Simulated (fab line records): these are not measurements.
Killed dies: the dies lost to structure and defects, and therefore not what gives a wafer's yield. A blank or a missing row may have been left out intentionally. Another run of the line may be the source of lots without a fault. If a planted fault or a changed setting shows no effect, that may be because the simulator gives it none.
A lot that was struck, set against a sound lot + flow sky130 + 14 steps out of a route of 708
Sound: wafers L230.1, L230.2, L230.4. Wafers struck: L242.1, L242.5, L242.6. Last of all comes the cause.
Each step with rows lists, per side, the tool, then ch with its chambers, then its first start. Under that, the readings that differ: sound wafers + struck wafers + difference of the means + sigmas: that difference in standard deviations of wafers without a fault.
alike: readings with means less than 2 such deviations apart, plus words and numbers identical on both sides. not compared: withheld readings, readings lacking a value on some wafer, bounds such as >300 that could conceal the same value, and numbers that have no deviation in the record and whose values overlap.
Wherever a step has rows on one side only, a row that says differs or no value, or a row with sigmas, the two part there. Numbers that have no deviation but don't overlap get no sigmas and don't part them. A reading missing from all wafers of one side parts the sides only when that side holds two or more wafers.

SKY_RES_XHIGH_TW_MEAS_09:
  sound on filmMetro-04 at day 28 04:11; struck on filmMetro-04 at day 32 04:02
  alike: RES_XHIGH_TW
then, 7 steps without rows for these wafers: SKY_SD_N_DEHYDRATE_00 (time 60 s); SKY_SD_N_HMDS_01 (prime time 60 s); SKY_SD_N_COAT_02 (resist thk 1140 nm); SKY_SD_N_SOFTBAKE_03 (time 60 s); SKY_SD_N_EXPOSE_04 (exposes mask NSDM, target cd 380 nm); SKY_SD_N_PEB_05; SKY_SD_N_DEVELOP_06 (develop time 60 s).
SKY_SD_N_CD_MEAS_07 targets a cd of 380 nm.
  sound on cdSem-01 at day 29 08:29; struck on cdSem-02 at day 33 07:12
  alike: cdNm
SKY_SD_N_OVL_MEAS_08:
  sound on overlay-01 at day 29 08:36; struck on overlay-01 at day 33 07:19
  alike: SD_N_OVL
then, 2 steps without rows for these wafers: SKY_SD_N_IMPLANT_09; SKY_SD_N_IMPLANT_10.
SKY_SD_N_STRIP_11: strips in O2/N2.
  sound on plasmaAsher-02 ch 0,1, day 29 08:56; struck on plasmaAsher-02 ch 0,1, day 33 07:40
| reading                                  | sound             | struck            | difference                    | sigmas |
|------------------------------------------|-------------------|-------------------|-------------------------------|--------|
| oesProductAu (a.u.)                      | 0.522 0.520 0.535 | 0.269 0.308 0.290 | -0.237                        | -51    |
| stripTimeToEndpointS (s)                 | 22.59 22.58 22.55 | - - -             | no value on the struck wafers |        |
| model.NOVOLAK_of_SD_N_COAT_02.thkNm (nm) | 0 0 0             | 902 900.2 901.2   | +901                          |        |
  alike: drypumpMotorCurrentA, n2FlowSccm
  not compared: rfHoursCounterH
SKY_SD_N_TW_MEAS_12:
  sound on filmMetro-01 at day 29 09:02; struck on filmMetro-03 at day 33 07:46
| reading | sound          | struck         | difference | sigmas |
|---------|----------------|----------------|------------|--------|
| SD_N_TW | 4053 4048 4056 | 3907 3919 3905 | -142       | -3     |

## WHERE THEY PART
Earliest at SKY_SD_N_STRIP_11; latest, in this record, at SKY_SD_N_TW_MEAS_12.

WHY: what the simulator had put in
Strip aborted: plasmaAsher-02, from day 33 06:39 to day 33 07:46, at SKY_SD_N_STRIP_11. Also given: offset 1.
